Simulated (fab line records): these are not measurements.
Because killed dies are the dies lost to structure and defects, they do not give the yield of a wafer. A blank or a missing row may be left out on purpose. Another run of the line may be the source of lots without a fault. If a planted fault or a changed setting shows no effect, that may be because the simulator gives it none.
8D (eight disciplines) problem report, filled in by code | flow sky130 | the parts of the form that need people (team, actions taken, sign-off) are left out

1. PROBLEM STATEMENT
Wafers without a fault read 89.29 s, standard deviation 0.21; run length s at SKY_VT_ADJUST_LVTN_SOFTBAKE_14 reads a mean of 96.02 s on 3 wafers belonging to 2 lots. Measured from the usual mean, that is +32 standard deviations.
The step: time 60 s.
First observed at day 9 09:16: wafer L972.4, on litho track-03. The record holds 42 wafers of 14 lots with a number at this step. Rule for "out", or "out of limits": more than 4 standard deviations from the usual mean. Any other wafer with a number is counted as sound.

2. WHAT IT IS, AND WHAT IT ISN'T
question                    | is                     | is not
which readings at this step | run length s           | chill plate temp C, plate temp C
which lots                  | L971, L972             | L964, L966, L968, L969, L970, L973, L980, L981, L983, L984, L986, L987
which wafers of those lots  | L971.5, L972.4, L972.5 | L971.2, L971.3, L972.1
read on which tools         | litho track-03         | litho track-02, litho track-04
when                        | from day 9 09:16       | up to then (16 sound wafers); but 23 sound wafers of L971, L973, L980, L981, L983, L984, L986, L987 came after

3. THE SUSPECTS, EACH WITH WHAT RULES IT OUT
Counting: a tool at a process step up to the reading stays a suspect if it ran every lot that is out. Sound lots after the first of them don't rule it out here, since some wafers of a struck lot are sound.
- litho track-03 at SKY_VT_ADJUST_LVTN_SOFTBAKE_14 (time 60 s): kept. It ran every lot that is out, first L972 (day 9 09:16); its last sound lot up to then is L969 (day 9 00:49). Its own run length s readings are out on those wafers.
After counting, what remains is litho track-03 at SKY_VT_ADJUST_LVTN_SOFTBAKE_14.

4. THE CAUSE (what the simulator had put in)
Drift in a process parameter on litho track-03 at SKY_VT_ADJUST_LVTN_SOFTBAKE_14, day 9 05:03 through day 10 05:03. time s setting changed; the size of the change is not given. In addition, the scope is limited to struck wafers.
This tool alone remained once counting was done.

5. THE EFFECT CHAIN, in route order
Each row: a reading where the mean over the struck wafers with a number is more than 3 standard deviations away from the usual. Scope: only readings with a usual standard deviation given in the record; hours: median across lots of the time from each lot's start at the first step in this table that gives one to its start at this step; sigmas: change in usual standard deviations.
hours | step                           | reading      | usual   | on struck wafers | change | sigmas
0     | SKY_VT_ADJUST_LVTN_SOFTBAKE_14 | run length s | 89.29 s | 96.02            | +6.73  | +32
Its process steps:
- SKY_VT_ADJUST_LVTN_SOFTBAKE_14: time 60 s.

6. WHAT WOULD HAVE CAUGHT IT SOONER
In this record the first reading out of limits was taken at day 9 09:16, 4 hours after the fault began at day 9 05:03.
